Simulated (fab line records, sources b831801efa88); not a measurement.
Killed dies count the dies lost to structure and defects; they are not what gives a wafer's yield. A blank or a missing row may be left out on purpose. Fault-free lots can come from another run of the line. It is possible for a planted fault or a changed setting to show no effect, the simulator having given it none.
fab line records    flow gf180mcu
record: lots: 5  wafers: 15  lastDay: 34
route steps=602 shown MVSD@70 MVPSD@78 VT_IMPLANT@90
lots with no fault: from the same line, run without faults
startH: hours from the record's opening day to when the first of the lot's shown wafers began    waitH: hours since the lot's step before    " unchanged from the row above    L1.1+2: a row that stands for several wafers    - either no value or no given start    * or withheld: withheld    < > ~ a bound
route shown NAME@n: a module of which the file shows steps, and the number in the route of the first    usual: mean/standard deviation of fault-free wafers    same: alike in all rows    chamber/n: place in a boat    sites: per-site readings    _std_site: the values' standard deviation    _edge_site: the outer-site mean with the inner-site mean subtracted    radiusMm: how far each site lies from the wafer's centre    mask NAME#n: copy n    behind: tool/chamber where the wafer was last shaped    hold: cause of the lot's hold/its duration in hours/its outcome    device: which transistor (n, p or np) failed to switch    end of line: the tests these same wafers got at the end of their route    a step without rows: its recipe alone    killed: dies lost to structure and defects at the first sort, not the wafer's yield    map: per-die view of a wafer (x killed, . not killed, _ where there is no die)
set.NAME: the run value of the setting; set.NAME@STEP: its run value at that earlier step    model.NAME: the simulator's own value behind a step, which no gauge read
certain route steps with their lots: each step a table, each wafer a row
services: from which hour (startH, from the record's first day; less than 0 if before it) a tool's chamber was out of use, for how many hours, and why
== steps ==
step: GF_MVSD_EXPOSE_04
recipe: maskId: MVSD  targetCdNm: 1000  na: 0.6  sourceShape: conventional  sigmaOuter: 0.6  doseMj: 260
step: GF_MVSD_PEB_05
recipe: tempC: 115  timeS: withheld
step: GF_MVSD_DEVELOP_06
recipe: wallAngleDeg: 90  developTimeS: 60  devTempC: 23
step: GF_MVSD_OVL_MEAS_07
usual: MVSD_OVL: -0.1/1.4
lot.wafer  tool        chamber  startH  waitH  MVSD_OVL[nm]
L662.1     overlay-02  -        111.19  -      1.2
L662.3     "           -        "       "      1.4
L662.5     "           -        "       "      0.2
L664.1     overlay-02  -        122.09  -      -2.1
L664.5     "           -        "       "      -0.9
L664.6     "           -        "       "      -1.0
L667.1     overlay-01  -        141.09  -      1.2
L667.2     "           -        "       "      0.3
L667.4     "           -        "       "      1.2
L677.1     overlay-01  -        198.88  -      -1.0
L677.3     "           -        "       "      0.0
L677.4     "           -        "       "      -1.1
L680.2     overlay-01  -        215.00  -      0.1
L680.3     "           -        "       "      -1.4
L680.4     "           -        "       "      -1.3
step: GF_MVSD_IMPLANT_08
recipe: species: P  energyKev: 400  doseCm2: 1.6e+13  tiltDeg: 0
step: GF_MVSD_IMPLANT_09
recipe: species: P  energyKev: 100  doseCm2: 5e+12  tiltDeg: 0
step: GF_MVSD_STRIP_10
recipe: chemistry: O2/N2  powerW: 1400  pressureMtorr: 1500  platenTempC: 250  o2FlowSccm: 3000  n2FlowSccm: 300  overashFraction: 0.5
usual: drypumpMotorCurrentA: 6.0/0.34  heaterPowerW: 335/39  oesProductAu: 0.722/0.0047  stripTimeToEndpointS: 36.94/0.092
lot.wafer  tool            chamber  startH  waitH  drypumpMotorCurrentA  heaterPowerW  oesProductAu  rfHoursCounterH  stripTimeToEndpointS
L662.1     plasmaAsher-01  1        111.53  0.1    6.1                   416           0.720         45               37.09
L662.3     "               1        "       "      6.1                   416           0.724         -                37.01
L662.5     "               1        "       "      6.1                   413           0.716         -                37.10
L664.1     plasmaAsher-03  0        122.43  0.1    6.4                   342           0.721         0                37.08
L664.5     "               1        "       "      5.6                   311           0.721         -                36.92
L664.6     "               0        "       "      6.4                   355           0.722         -                37.12
L667.1     plasmaAsher-03  0        141.43  0.1    6.4                   349           0.724         2                36.80
L667.2     "               1        "       "      5.6                   317           0.719         2                36.81
L667.4     "               0        "       "      6.4                   358           0.717         -                36.97
L677.1     plasmaAsher-02  1        199.21  0.1    6.0                   353           0.723         43               36.90
L677.3     "               1        "       "      6.0                   350           0.722         -                37.08
L677.4     "               0        "       "      5.6                   305           0.717         -                36.91
L680.2     plasmaAsher-02  0        215.33  0.1    5.6                   315           0.720         45               36.92
L680.3     "               1        "       "      6.0                   350           0.728         -                36.92
L680.4     "               0        "       "      5.6                   309           0.721         -                36.95
step: GF_MVSD_TW_MEAS_11
usual: MVSD_TW: 1594/23
lot.wafer  tool          chamber  startH  waitH  MVSD_TW
L662.1     filmMetro-02  -        111.63  0.1    1571
L662.3     "             -        "       "      1566
L662.5     "             -        "       "      1565
L664.1     filmMetro-02  -        122.53  0.1    1574
L664.5     "             -        "       "      1571
L664.6     "             -        "       "      1572
L667.1     filmMetro-01  -        141.53  0.1    1619
L667.2     "             -        "       "      1601
L667.4     "             -        "       "      1606
L677.1     filmMetro-02  -        199.31  0.1    1571
L677.3     "             -        "       "      1576
L677.4     "             -        "       "      1570
L680.2     filmMetro-02  -        215.44  0.1    1568
L680.3     "             -        "       "      1557
L680.4     "             -        "       "      1570
step: GF_MVPSD_DEHYDRATE_00
recipe: tempC: 200  timeS: 60
step: GF_MVPSD_HMDS_01
recipe: primeTimeS: 60  primeTempC: 120
step: GF_MVPSD_COAT_02
recipe: spinRpm: 2000  resistThkNm: 3000
step: GF_MVPSD_SOFTBAKE_03
recipe: tempC: 110  timeS: withheld
step: GF_MVPSD_EXPOSE_04
recipe: maskId: MVPSD  targetCdNm: 1000  na: 0.6  sourceShape: conventional  sigmaOuter: 0.6  doseMj: 260
lot.wafer   tool             chamber  startH  waitH  mask
L662.1+3+5  ilineStepper-02  0        118.67  -      MVPSD#0
L664.1+5+6  ilineStepper-02  0        130.19  -      MVPSD#0
L667.1+2+4  ilineStepper-02  0        149.54  -      LVPWELL#0
L677.1+3+4  ilineStepper-01  0        208.71  -      MVPSD#0
L680.2+3+4  ilineStepper-01  0        224.06  -      MVPSD#0
step: GF_MVPSD_PEB_05
recipe: tempC: 115  timeS: withheld
step: GF_MVPSD_DEVELOP_06
recipe: wallAngleDeg: 90  developTimeS: 60  devTempC: 23
step: GF_MVPSD_OVL_MEAS_07
usual: MVPSD_OVL: 0.5/1.4
lot.wafer  tool        chamber  startH  waitH  MVPSD_OVL[nm]
L662.1     overlay-01  -        125.19  -      1.6
L662.3     "           -        "       "      0.2
L662.5     "           -        "       "      -0.1
L664.1     overlay-02  -        137.19  -      -0.2
L664.5     "           -        "       "      -0.5
L664.6     "           -        "       "      -1.3
L667.1     overlay-01  -        157.14  -      -
L667.2     "           -        "       "      -
L667.4     "           -        "       "      -
L677.1     overlay-02  -        216.87  -      0.7
L677.3     "           -        "       "      1.3
L677.4     "           -        "       "      2.4
L680.2     overlay-01  -        232.89  -      2.9
L680.3     "           -        "       "      1.9
L680.4     "           -        "       "      1.9
step: GF_MVPSD_IMPLANT_08
recipe: species: B  energyKev: 170  doseCm2: 1.5e+13  tiltDeg: 0
step: GF_MVPSD_IMPLANT_09
recipe: species: B  energyKev: 40  doseCm2: 5e+12  tiltDeg: 0
step: GF_MVPSD_STRIP_10
recipe: chemistry: O2/N2  powerW: 1400  pressureMtorr: 1500  platenTempC: 250  o2FlowSccm: 3000  n2FlowSccm: 300  overashFraction: 0.5
usual: drypumpMotorCurrentA: 5.8/0.39  heaterPowerW: 367/50  oesProductAu: 0.723/0.0043  stripTimeToEndpointS: 36.91/0.086
lot.wafer  tool            chamber  startH  waitH  drypumpMotorCurrentA  heaterPowerW  oesProductAu  rfHoursCounterH  stripTimeToEndpointS
L662.1     plasmaAsher-01  1        125.53  0.1    6.1                   412           0.719         47               37.05
L662.3     "               1        "       "      6.1                   419           0.711         -                36.89
L662.5     "               1        "       "      6.1                   418           0.729         -                36.91
L664.1     plasmaAsher-01  0        137.53  0.1    6.3                   292           0.726         48               36.88
L664.5     "               1        "       "      6.1                   416           0.721         -                36.79
L664.6     "               0        "       "      6.3                   293           0.720         -                36.88
L667.1     plasmaAsher-02  0        157.53  0.1    5.6                   311           0.718         38               36.88
L667.2     "               1        "       "      6.0                   339           0.720         38               36.88
L667.4     "               1        "       "      6.0                   341           0.725         -                36.91
L677.1     plasmaAsher-02  0        217.21  0.1    5.6                   319           0.728         45               36.67
L677.3     "               0        "       "      5.6                   314           0.722         -                36.72
L677.4     "               1        "       "      6.0                   346           0.719         -                36.60
L680.2     plasmaAsher-04  0        233.22  0.1    5.2                   427           0.718         56               37.05
L680.3     "               0        "       "      5.2                   417           0.723         -                37.03
L680.4     "               1        "       "      5.7                   369           0.721         -                36.95
step: GF_MVPSD_TW_MEAS_11
usual: MVPSD_TW: 559/7.8
lot.wafer  tool          chamber  startH  waitH  MVPSD_TW
L662.1     filmMetro-03  -        125.63  0.1    564
L662.3     "             -        "       "      564
L662.5     "             -        "       "      567
L664.1     filmMetro-02  -        137.63  0.1    552
L664.5     "             -        "       "      553
L664.6     "             -        "       "      550
L667.1     filmMetro-02  -        157.63  0.1    30
L667.2     "             -        "       "      30
L667.4     "             -        "       "      30
L677.1     filmMetro-02  -        217.31  0.1    547
L677.3     "             -        "       "      546
L677.4     "             -        "       "      549
L680.2     filmMetro-03  -        233.33  0.1    568
L680.3     "             -        "       "      565
L680.4     "             -        "       "      568
step: GF_VT_IMPLANT_DEHYDRATE_00
recipe: tempC: 200  timeS: 60
== services ==
tool             chamber  startH  hours  kind
ilineStepper-01  -        108.17  1.7    pm
plasmaAsher-03   -        108.75  9.0    pm
plasmaAsher-03   0        108.75  9.0    ventCycle
plasmaAsher-03   1        108.75  9.0    ventCycle
plasmaAsher-03   0        117.75  -      clean
plasmaAsher-03   1        117.75  -      clean
plasmaAsher-04   -        125.94  0.4    repair
ilineStepper-01  -        146.85  0.8    repair
plasmaAsher-04   -        175.00  3.5    repair
plasmaAsher-04   -        179.18  1.7    repair
ilineStepper-02  -        187.88  1.7    pm
plasmaAsher-03   -        197.43  6.9    repair
ilineStepper-02  -        205.93  2.1    pm
ilineStepper-02  -        208.01  -      consumableReplace:lamp
plasmaAsher-04   -        221.25  3.4    repair
plasmaAsher-03   -        227.18  2.8    pm
== key ==
firstSign: step: GF_MVPSD_EXPOSE_04  reading: mask  direction: changed
effect: step: GF_MVPSD_OVL_MEAS_07  reading: MVPSD_OVL  direction: missing
effect: step: GF_MVPSD_TW_MEAS_11  reading: MVPSD_TW  direction: down  sigmas: 68  usual: 559  struck: 30
metAt GF_MVPSD_EXPOSE_04
struckWafers L667.1,L667.2,L667.4
sortLeftOut L667.1,L667.2,L667.4
testerLeftOut L667
onsetBetween 130.19 149.54
fault: kind: wrongMask  tool: any  chamber: -  onsetH: 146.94  steps: GF_MVPSD_EXPOSE_04  auxCopy: LVPWELL#0  scope: struckLotsOnly
testerLeftOut: of these lots the tester's yield and bins aren't shown, on N5 and GAA mostly nor the transistor test; their killed dies are dies lost to structure and defects alone, not to doping, threshold or leakage, so they don't give the yield
sortLeftOut: the simulated sort isn't trusted on such a fault, so these wafers' sort isn't shown, and their yield isn't known
